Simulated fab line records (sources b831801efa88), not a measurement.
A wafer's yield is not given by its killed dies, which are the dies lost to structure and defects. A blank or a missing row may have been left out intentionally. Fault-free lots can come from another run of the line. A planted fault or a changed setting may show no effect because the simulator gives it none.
fab line records / flow sky130
[record] lots = 6 wafers = 18 last-day = 50
route steps=708 shown POLY_GATE@235 LDD_N@237 PAD_OPEN@708
lots that met no fault: from a run of the same line without faults
start-h: the number of hours between the record's first day and the start of the first shown wafer of the lot / wait-h: hours elapsed since this lot's preceding step / " unchanged from the row above / L1.1+2: several wafers, shown together as one row / - no value, or no start given / * or withheld: withheld / < > ~ a bound
route shown NAME@n: names a module that has steps shown in the file, with the first one's number in the route / usual: mean and standard deviation over wafers with no fault / same: alike in all rows / chamber/n: place in a boat / sites: each site's reading / _std_site: how widely they spread, as a standard deviation / _edge_site: outer sites' mean less inner sites' / radius-mm: how far each site lies from the wafer's centre / mask NAME#n: copy n / behind: tool/chamber where the wafer was last shaped / hold: reason for holding the lot/hours on hold/outcome of the hold / device: whichever transistor did not switch (one of n, p or np) / end of line: the route-end tests of the same wafers / a step with no rows: only its recipe / killed: at the first sort, the dies lost to defects and structure; wafer yield is something else / map: dies across one wafer; x = killed, . = not, _ = none there
set.NAME: the setting the step ran with; set.NAME@STEP: the setting that earlier step ran with / model.NAME: the simulator's own value behind a step, which no gauge read
lots seen at some steps along the route; tables by step, rows by wafer
services: when a tool's chamber went out of use (start-h, in hours from the record's first day, below 0 if earlier), for how many hours, and the reason
[[steps]]
[step SKY_POLY_GATE_THK_MEAS_21]
[recipe] reads = SiO2_of_POLY_GATE_OXIDATION_20
[usual] POLY_GATE_OXIDATION_THK = 3.99/0.078
lot.wafer=L329.1 tool=film-metro-02 chamber=- start-h=361.55 wait-h=0.0 POLY_GATE_OXIDATION_THK[nm]=3.77
lot.wafer=L329.3 tool=film-metro-02 chamber=- start-h=361.55 wait-h=0.0 POLY_GATE_OXIDATION_THK[nm]=3.88
lot.wafer=L329.4 tool=film-metro-02 chamber=- start-h=361.55 wait-h=0.0 POLY_GATE_OXIDATION_THK[nm]=3.88
lot.wafer=L331.4 tool=film-metro-04 chamber=- start-h=382.29 wait-h=0.0 POLY_GATE_OXIDATION_THK[nm]=3.94
lot.wafer=L331.5 tool=film-metro-04 chamber=- start-h=382.29 wait-h=0.0 POLY_GATE_OXIDATION_THK[nm]=3.92
lot.wafer=L331.6 tool=film-metro-04 chamber=- start-h=382.29 wait-h=0.0 POLY_GATE_OXIDATION_THK[nm]=3.89
lot.wafer=L339.1 tool=film-metro-02 chamber=- start-h=461.80 wait-h=0.0 POLY_GATE_OXIDATION_THK[nm]=3.92
lot.wafer=L339.3 tool=film-metro-02 chamber=- start-h=461.80 wait-h=0.0 POLY_GATE_OXIDATION_THK[nm]=4.03
lot.wafer=L339.5 tool=film-metro-02 chamber=- start-h=461.80 wait-h=0.0 POLY_GATE_OXIDATION_THK[nm]=3.99
lot.wafer=L343.2 tool=film-metro-04 chamber=- start-h=489.87 wait-h=0.0 POLY_GATE_OXIDATION_THK[nm]=4.04
lot.wafer=L343.4 tool=film-metro-04 chamber=- start-h=489.87 wait-h=0.0 POLY_GATE_OXIDATION_THK[nm]=4.06
lot.wafer=L343.6 tool=film-metro-04 chamber=- start-h=489.87 wait-h=0.0 POLY_GATE_OXIDATION_THK[nm]=4.02
lot.wafer=L347.1 tool=film-metro-04 chamber=- start-h=522.89 wait-h=0.0 POLY_GATE_OXIDATION_THK[nm]=3.90
lot.wafer=L347.2 tool=film-metro-04 chamber=- start-h=522.89 wait-h=0.0 POLY_GATE_OXIDATION_THK[nm]=3.88
lot.wafer=L347.4 tool=film-metro-04 chamber=- start-h=522.89 wait-h=0.0 POLY_GATE_OXIDATION_THK[nm]=3.85
lot.wafer=L352.2 tool=film-metro-01 chamber=- start-h=572.40 wait-h=0.0 POLY_GATE_OXIDATION_THK[nm]=4.05
lot.wafer=L352.3 tool=film-metro-01 chamber=- start-h=572.40 wait-h=0.0 POLY_GATE_OXIDATION_THK[nm]=3.98
lot.wafer=L352.6 tool=film-metro-01 chamber=- start-h=572.40 wait-h=0.0 POLY_GATE_OXIDATION_THK[nm]=3.98
[step SKY_POLY_GATE_CD_MEAS_22]
[usual] cd-nm = 150.8/2.7
lot.wafer=L329.1 tool=cd-sem-01 chamber=- start-h=361.61 wait-h=0.1 cd-nm=151.0
lot.wafer=L329.3 tool=cd-sem-01 chamber=- start-h=361.61 wait-h=0.1 cd-nm=152.1
lot.wafer=L329.4 tool=cd-sem-01 chamber=- start-h=361.61 wait-h=0.1 cd-nm=149.9
lot.wafer=L331.4 tool=cd-sem-01 chamber=- start-h=382.41 wait-h=0.1 cd-nm=150.6
lot.wafer=L331.5 tool=cd-sem-01 chamber=- start-h=382.41 wait-h=0.1 cd-nm=153.4
lot.wafer=L331.6 tool=cd-sem-01 chamber=- start-h=382.41 wait-h=0.1 cd-nm=152.5
lot.wafer=L339.1 tool=cd-sem-02 chamber=- start-h=461.86 wait-h=0.1 cd-nm=151.2
lot.wafer=L339.3 tool=cd-sem-02 chamber=- start-h=461.86 wait-h=0.1 cd-nm=149.0
lot.wafer=L339.5 tool=cd-sem-02 chamber=- start-h=461.86 wait-h=0.1 cd-nm=147.7
lot.wafer=L343.2 tool=cd-sem-01 chamber=- start-h=489.94 wait-h=0.1 cd-nm=155.7
lot.wafer=L343.4 tool=cd-sem-01 chamber=- start-h=489.94 wait-h=0.1 cd-nm=155.2
lot.wafer=L343.6 tool=cd-sem-01 chamber=- start-h=489.94 wait-h=0.1 cd-nm=152.9
lot.wafer=L347.1 tool=cd-sem-01 chamber=- start-h=522.95 wait-h=0.1 cd-nm=148.4
lot.wafer=L347.2 tool=cd-sem-01 chamber=- start-h=522.95 wait-h=0.1 cd-nm=150.4
lot.wafer=L347.4 tool=cd-sem-01 chamber=- start-h=522.95 wait-h=0.1 cd-nm=148.0
lot.wafer=L352.2 tool=cd-sem-02 chamber=- start-h=572.48 wait-h=0.1 cd-nm=151.1
lot.wafer=L352.3 tool=cd-sem-02 chamber=- start-h=572.48 wait-h=0.1 cd-nm=153.4
lot.wafer=L352.6 tool=cd-sem-02 chamber=- start-h=572.48 wait-h=0.1 cd-nm=151.2
[step SKY_LDD_N_DEHYDRATE_00]
[recipe] temp-c = 200 time-s = 60
[step SKY_LDD_N_HMDS_01]
[recipe] prime-time-s = 60 prime-temp-c = 120
[step SKY_LDD_N_COAT_02]
[recipe] resist = NOVOLAK spin-rpm = 3000 resist-thk-nm = 300
[step SKY_LDD_N_SOFTBAKE_03]
[recipe] temp-c = 90 time-s = 60 resist = NOVOLAK
[step SKY_LDD_N_EXPOSE_04]
[recipe] mask-id = NTM target-cd-nm = 840 na = 0.6 source-shape = conventional sigma-outer = 0.6 dose-mj = 110
[step SKY_LDD_N_PEB_05]
[recipe] temp-c = withheld time-s = * resist = NOVOLAK
[step SKY_LDD_N_DEVELOP_06]
[recipe] develop-time-s = 60 dev-temp-c = 23
[step SKY_LDD_N_OVL_MEAS_07]
[usual] LDD_N_OVL = 1.9/1.3
lot.wafer=L329.1 tool=overlay-02 chamber=- start-h=389.59 wait-h=0.1 LDD_N_OVL[nm]=2.9
lot.wafer=L329.3 tool=overlay-02 chamber=- start-h=389.59 wait-h=0.1 LDD_N_OVL[nm]=1.0
lot.wafer=L329.4 tool=overlay-02 chamber=- start-h=389.59 wait-h=0.1 LDD_N_OVL[nm]=0.3
lot.wafer=L331.4 tool=overlay-01 chamber=- start-h=412.36 wait-h=0.1 LDD_N_OVL[nm]=3.4
lot.wafer=L331.5 tool=overlay-01 chamber=- start-h=412.36 wait-h=0.1 LDD_N_OVL[nm]=2.8
lot.wafer=L331.6 tool=overlay-01 chamber=- start-h=412.36 wait-h=0.1 LDD_N_OVL[nm]=1.8
lot.wafer=L339.1 tool=overlay-02 chamber=- start-h=492.29 wait-h=0.1 LDD_N_OVL[nm]=1.5
lot.wafer=L339.3 tool=overlay-02 chamber=- start-h=492.29 wait-h=0.1 LDD_N_OVL[nm]=0.8
lot.wafer=L339.5 tool=overlay-02 chamber=- start-h=492.29 wait-h=0.1 LDD_N_OVL[nm]=2.3
lot.wafer=L343.2 tool=overlay-01 chamber=- start-h=520.12 wait-h=0.1 LDD_N_OVL[nm]=3.7
lot.wafer=L343.4 tool=overlay-01 chamber=- start-h=520.12 wait-h=0.1 LDD_N_OVL[nm]=1.9
lot.wafer=L343.6 tool=overlay-01 chamber=- start-h=520.12 wait-h=0.1 LDD_N_OVL[nm]=4.1
lot.wafer=L347.1 tool=overlay-01 chamber=- start-h=552.11 wait-h=0.1 LDD_N_OVL[nm]=1.9
lot.wafer=L347.2 tool=overlay-01 chamber=- start-h=552.11 wait-h=0.1 LDD_N_OVL[nm]=2.6
lot.wafer=L347.4 tool=overlay-01 chamber=- start-h=552.11 wait-h=0.1 LDD_N_OVL[nm]=1.7
lot.wafer=L352.2 tool=overlay-02 chamber=- start-h=601.93 wait-h=0.1 LDD_N_OVL[nm]=2.7
lot.wafer=L352.3 tool=overlay-02 chamber=- start-h=601.93 wait-h=0.1 LDD_N_OVL[nm]=1.3
lot.wafer=L352.6 tool=overlay-02 chamber=- start-h=601.93 wait-h=0.1 LDD_N_OVL[nm]=3.9
[step SKY_LDD_N_IMPLANT_08]
[recipe] species = As energy-kev = 20 dose-cm2 = 7.5e+13 tilt-deg = withheld rotation-deg = 23
[step SKY_LDD_N_IMPLANT_09]
[recipe] species = As energy-kev = 20 dose-cm2 = 7.5e+13 tilt-deg = withheld rotation-deg = 113
[step SKY_LDD_N_IMPLANT_10]
[recipe] species = As energy-kev = 20 dose-cm2 = 7.5e+13 tilt-deg = withheld rotation-deg = 203
[usual] beam-energy-keV = 20.000/0.0066
lot.wafer=L329.1 tool=implanter-02 chamber=0 start-h=389.93 wait-h=0.1 beam-energy-keV=19.995 model.implant.drp-nm=7.212
lot.wafer=L329.3 tool=implanter-02 chamber=0 start-h=389.93 wait-h=0.1 beam-energy-keV=19.993 model.implant.drp-nm=7.212
lot.wafer=L329.4 tool=implanter-02 chamber=0 start-h=389.93 wait-h=0.1 beam-energy-keV=19.991 model.implant.drp-nm=7.212
lot.wafer=L331.4 tool=implanter-03 chamber=0 start-h=412.75 wait-h=0.1 beam-energy-keV=19.998 model.implant.drp-nm=7.212
lot.wafer=L331.5 tool=implanter-03 chamber=0 start-h=412.75 wait-h=0.1 beam-energy-keV=19.992 model.implant.drp-nm=7.212
lot.wafer=L331.6 tool=implanter-03 chamber=0 start-h=412.75 wait-h=0.1 beam-energy-keV=19.994 model.implant.drp-nm=7.212
lot.wafer=L339.1 tool=implanter-01 chamber=0 start-h=492.63 wait-h=0.1 beam-energy-keV=20.009 model.implant.drp-nm=7.212
lot.wafer=L339.3 tool=implanter-01 chamber=0 start-h=492.63 wait-h=0.1 beam-energy-keV=20.011 model.implant.drp-nm=7.212
lot.wafer=L339.5 tool=implanter-01 chamber=0 start-h=492.63 wait-h=0.1 beam-energy-keV=20.011 model.implant.drp-nm=7.212
lot.wafer=L343.2 tool=implanter-01 chamber=0 start-h=520.47 wait-h=0.1 beam-energy-keV=20.470 model.implant.drp-nm=7.331
lot.wafer=L343.4 tool=implanter-01 chamber=0 start-h=520.47 wait-h=0.1 beam-energy-keV=20.481 model.implant.drp-nm=7.331
lot.wafer=L343.6 tool=implanter-01 chamber=0 start-h=520.47 wait-h=0.1 beam-energy-keV=20.478 model.implant.drp-nm=7.331
lot.wafer=L347.1 tool=implanter-01 chamber=0 start-h=552.45 wait-h=0.1 beam-energy-keV=20.481 model.implant.drp-nm=7.331
lot.wafer=L347.2 tool=implanter-01 chamber=0 start-h=552.45 wait-h=0.1 beam-energy-keV=20.478 model.implant.drp-nm=7.331
lot.wafer=L347.4 tool=implanter-01 chamber=0 start-h=552.45 wait-h=0.1 beam-energy-keV=20.478 model.implant.drp-nm=7.331
lot.wafer=L352.2 tool=implanter-02 chamber=0 start-h=602.28 wait-h=0.1 beam-energy-keV=20.009 model.implant.drp-nm=7.212
lot.wafer=L352.3 tool=implanter-02 chamber=0 start-h=602.28 wait-h=0.1 beam-energy-keV=20.000 model.implant.drp-nm=7.212
lot.wafer=L352.6 tool=implanter-02 chamber=0 start-h=602.28 wait-h=0.1 beam-energy-keV=19.990 model.implant.drp-nm=7.212
[step SKY_LDD_N_IMPLANT_11]
[recipe] species = As energy-kev = 20 dose-cm2 = 7.5e+13 tilt-deg = withheld rotation-deg = 293
[step SKY_PAD_OPEN_PROBE_99]
[usual] killed_at_M0_to_M3 = 44/6.9 killed_at_M4_up = 3.0/1.5 killed-at-contacts = 24/5.2 killed-at-front-end = 15/4.1 killed-at-other = 0.4/0.62 killed-dies = 87/9.6 killed-open = 47/7 killed-short = 40/6.2
[same] gross-dies = 492 killed-at-back-side = 0
lot.wafer=L339.1 tool=prober-01 chamber=- start-h=1133.11 wait-h=0.1 killed_at_M0_to_M3=45 killed_at_M4_up=0 killed-at-contacts=22 killed-at-front-end=20 killed-at-other=0 killed-dies=87 killed-open=44 killed-short=43
lot.wafer=L339.3 tool=prober-01 chamber=- start-h=1133.21 wait-h=0.2 killed_at_M0_to_M3=49 killed_at_M4_up=2 killed-at-contacts=34 killed-at-front-end=16 killed-at-other=0 killed-dies=101 killed-open=50 killed-short=51
lot.wafer=L339.5 tool=prober-01 chamber=- start-h=1133.31 wait-h=0.2 killed_at_M0_to_M3=45 killed_at_M4_up=4 killed-at-contacts=30 killed-at-front-end=19 killed-at-other=0 killed-dies=98 killed-open=51 killed-short=47
lot.wafer=L343.2 tool=prober-01 chamber=- start-h=1151.61 wait-h=0.1 killed_at_M0_to_M3=41 killed_at_M4_up=2 killed-at-contacts=25 killed-at-front-end=20 killed-at-other=0 killed-dies=88 killed-open=45 killed-short=41
lot.wafer=L343.4 tool=prober-01 chamber=- start-h=1151.71 wait-h=0.2 killed_at_M0_to_M3=51 killed_at_M4_up=3 killed-at-contacts=12 killed-at-front-end=17 killed-at-other=0 killed-dies=83 killed-open=45 killed-short=38
lot.wafer=L343.6 tool=prober-01 chamber=- start-h=1151.81 wait-h=0.2 killed_at_M0_to_M3=60 killed_at_M4_up=2 killed-at-contacts=26 killed-at-front-end=14 killed-at-other=0 killed-dies=102 killed-open=50 killed-short=51
// killed by level:class
L339.1 VIA1:geometric-particle:open=10 METAL2:geometric-particle:short=9 LI_CONTACT:geometric-particle:open=7 CONTACT:geometric-particle:open=7 SPACER:geometric-particle:short=6 FIELD_ISO:geometric-particle:short=5 VIA2:geometric-particle:open=4 VIA3:geometric-particle:short=4
L339.3 CONTACT:geometric-particle:open=12 VIA1:geometric-particle:open=8 METAL2:geometric-particle:short=7 LI_CONTACT:geometric-particle:open=7 LI_CONTACT:geometric-particle:short=6 METAL1:geometric-particle:short=6 VIA2:geometric-particle:open=6 FIELD_ISO:geometric-particle:short=5
L339.5 VIA2:geometric-particle:open=12 CONTACT:geometric-particle:open=7 VIA3:geometric-particle:open=7 METAL1:geometric-particle:short=6 POLY_GATE:geometric-particle:open=6 LI_CONTACT:geometric-particle:open=6 LOCAL_INTERCONNECT:geometric-particle:short=6 CONTACT:geometric-particle:short=6
L343.2 FIELD_ISO:geometric-particle:open=8 LOCAL_INTERCONNECT:geometric-particle:short=7 METAL1:geometric-particle:short=6 VIA1:geometric-particle:open=6 VIA3:geometric-particle:open=6 LI_CONTACT:geometric-particle:open=5 CONTACT:geometric-particle:open=5 VIA2:geometric-particle:short=5
L343.4 VIA1:geometric-particle:open=13 VIA2:geometric-particle:short=9 VIA2:geometric-particle:open=7 FIELD_ISO:geometric-particle:open=6 CONTACT:geometric-particle:open=4 METAL1:geometric-particle:short=4 METAL2:geometric-particle:short=4 VIA3:geometric-particle:open=4
L343.6 VIA1:geometric-particle:open=13 VIA2:geometric-particle:open=9 LI_CONTACT:geometric-particle:open=7 LOCAL_INTERCONNECT:geometric-particle:short=7 VIA1:geometric-particle:short=6 CONTACT:geometric-particle:short=6 METAL1:geometric-particle:short=6 METAL3:geometric-particle:short=6
[[services]]
tool=implanter-03 chamber=- start-h=384.80 hours=2.5 kind=pm
tool=implanter-03 chamber=- start-h=473.07 hours=1.2 kind=repair
tool=implanter-02 chamber=- start-h=514.05 hours=2.7 kind=pm
tool=implanter-01 chamber=- start-h=587.05 hours=3.8 kind=repair
tool=implanter-02 chamber=- start-h=587.19 hours=4.0 kind=repair
[[key]]
[first-sign] step = SKY_LDD_N_IMPLANT_10 reading = beam-energy-keV direction = up sigmas = 73 usual = * struck = *
effect none on later readings
[model-effect] step = SKY_LDD_N_IMPLANT_10 value = implant.drp-nm without = 7.212 struck = 7.331
met-at SKY_LDD_N_IMPLANT_10
struck-wafers L343.2,L343.4,L343.6,L347.1,L347.2,L347.4
tester-left-out L343,L347
onset-between 492.63 520.47
[fault] kind = process-parameter-drift tool = implanter-01 chamber = - onset-h = 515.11 steps = SKY_LDD_N_IMPLANT_10 channel = energy-kev offset = * shape = step end-h = 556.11 acts-in = * stated = *
// tester-left-out: of these lots the tester's yield and bins aren't shown, on N5 and GAA mostly nor the transistor test; their killed dies are dies lost to structure and defects alone, not to doping, threshold or leakage, so they don't give the yield
